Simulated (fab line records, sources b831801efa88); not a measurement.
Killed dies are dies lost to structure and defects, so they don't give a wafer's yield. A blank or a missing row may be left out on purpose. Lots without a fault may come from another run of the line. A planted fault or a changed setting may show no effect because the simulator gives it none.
Split-lot experiment | flow sky130 | 5 lots, 23 wafers read, on a route of 708 steps

THE SPLIT
At SKY_LDD_HVN_COAT_02 (resist thk 300 nm), the setting spin_rpm was moved away from the recipe's 3000 rpm on 9 of the 23 wafers read, by -3.6% to +4.6%. The other wafers ran this setting at the recipe's value.

The reading is taken at the split's own step.

THE READING
NOVOLAK_of_LDD_HVN_COAT_02.thk_nm (the simulator's own value, which no gauge read), in nm, at SKY_LDD_HVN_COAT_02 (resist thk 300 nm). The file gives no usual value for it. The 14 wafers here that ran the recipe average 299.8 nm, standard deviation 0.64 nm.

wafer  | tool, chamber at the split | spin_rpm as run, rpm | against the recipe | NOVOLAK_of_LDD_HVN_COAT_02.thk_nm, nm | against lot-mates on the recipe
L074.1 | litho_track-01, 0          | 3000                 | recipe             | 299.3                                 | -
L074.2 | litho_track-01, 0          | 3000                 | recipe             | 298.7                                 | -
L074.3 | litho_track-01, 0          | 2891                 | -3.6%              | 304.9                                 | +5.9
L074.4 | litho_track-01, 0          | 2891                 | -3.6%              | 305.4                                 | +6.4
L074.6 | litho_track-01, 0          | 2891                 | -3.6%              | 305.2                                 | +6.2
L078.1 | litho_track-02, 0          | 3103                 | +3.4%              | 294.7                                 | -5.4
L078.2 | litho_track-02, 0          | 3103                 | +3.4%              | 294.3                                 | -5.8
L078.4 | litho_track-02, 0          | 3103                 | +3.4%              | 295.2                                 | -4.9
L078.5 | litho_track-02, 0          | 3000                 | recipe             | 300.3                                 | -
L078.6 | litho_track-02, 0          | 3000                 | recipe             | 299.9                                 | -
L081.2 | litho_track-03, 0          | 3000                 | recipe             | 299.9                                 | -
L081.3 | litho_track-03, 0          | 3000                 | recipe             | 298.7                                 | -
L081.6 | litho_track-03, 0          | 3000                 | recipe             | 300.3                                 | -
L083.1 | litho_track-01, 0          | 3000                 | recipe             | 299.8                                 | -
L083.2 | litho_track-01, 0          | 3139                 | +4.6%              | 292.9                                 | -6.6
L083.4 | litho_track-01, 0          | 3139                 | +4.6%              | 293.7                                 | -5.8
L083.5 | litho_track-01, 0          | 3139                 | +4.6%              | 292.8                                 | -6.7
L083.6 | litho_track-01, 0          | 3000                 | recipe             | 299.1                                 | -
L085.1 | litho_track-03, 0          | 3000                 | recipe             | 299.9                                 | -
L085.2 | litho_track-03, 0          | 3000                 | recipe             | 300.6                                 | -
L085.3 | litho_track-03, 0          | 3000                 | recipe             | 299.7                                 | -
L085.4 | litho_track-03, 0          | 3000                 | recipe             | 301                                   | -
L085.6 | litho_track-03, 0          | 3000                 | recipe             | 300                                   | -

THE FIT
A straight line over all 23 wafers: NOVOLAK_of_LDD_HVN_COAT_02.thk_nm changes by -1.46 nm for each +1% of spin_rpm; r = -0.99; the points scatter about the line by 0.57 nm.
The same after taking each lot's own level away (the mean of its wafers on the recipe; 23 wafers): -1.52 nm for each +1%; r = -0.99; scatter 0.55 nm.
On that fit, the largest move of spin_rpm shifts the reading by 7.1 nm.
The lots' own levels span 299.00 to 300.24 nm, that is 1.9 times the standard deviation above.
So the lot-to-lot level changes the slope little: the two slopes agree.
Check: with one of the wafers moved furthest among these (+4.6%) left out of the fit, the line predicts -6.97 nm for it against its lot-mates. It came out at -6.55 nm against them.

OTHER SPLITS ON THESE WAFERS
These wafers also went through other splits before the reading. Each is held against what the fit with the lots' levels taken away leaves over:
other split on the same wafers      | wafers away from the commonest value | r with NOVOLAK_of_LDD_HVN_COAT_02.thk_nm (lot level and that fit taken away)
SKY_SONOS_ONO_CVD_02 time_s         | 15                                   | -0.31
SKY_SONOS_ONO_EXPOSE_10 dose_mj     | 9                                    | +0.14
SKY_SONOS_ONO_ETCH_15 time_s        | 10                                   | +0.06
SKY_POLY_GATE_CVD_03 pressure_mtorr | 18                                   | -0.02
SKY_POLY_GATE_OXIDATION_20 temp_c   | 15                                   | -0.09
SKY_LDD_P_COAT_02 resist_thk_nm     | 11                                   | +0.01
SKY_LDD_P_IMPLANT_09 dose_cm2       | 4                                    | -0.19

THE WHOLE CHAIN: every reading that the file lists as answering this split, in the file's order
step                 | what it does      | reading                                                                            | change (the file's fit)              | r (the file's)
SKY_LDD_HVN_COAT_02  | resist thk 300 nm | NOVOLAK_of_LDD_HVN_COAT_02.thk_nm (the simulator's own value, which no gauge read) | -1.51 nm for each +1% of the setting | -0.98
SKY_LDD_HVN_STRIP_09 | strips in O2/N2   | strip_time_to_endpoint_s                                                           | withheld for each +1% of the setting | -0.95

THE FILE'S OWN FIT
NOVOLAK_of_LDD_HVN_COAT_02.thk_nm changes by -1.51 nm for each +1% of spin_rpm, r = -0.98.
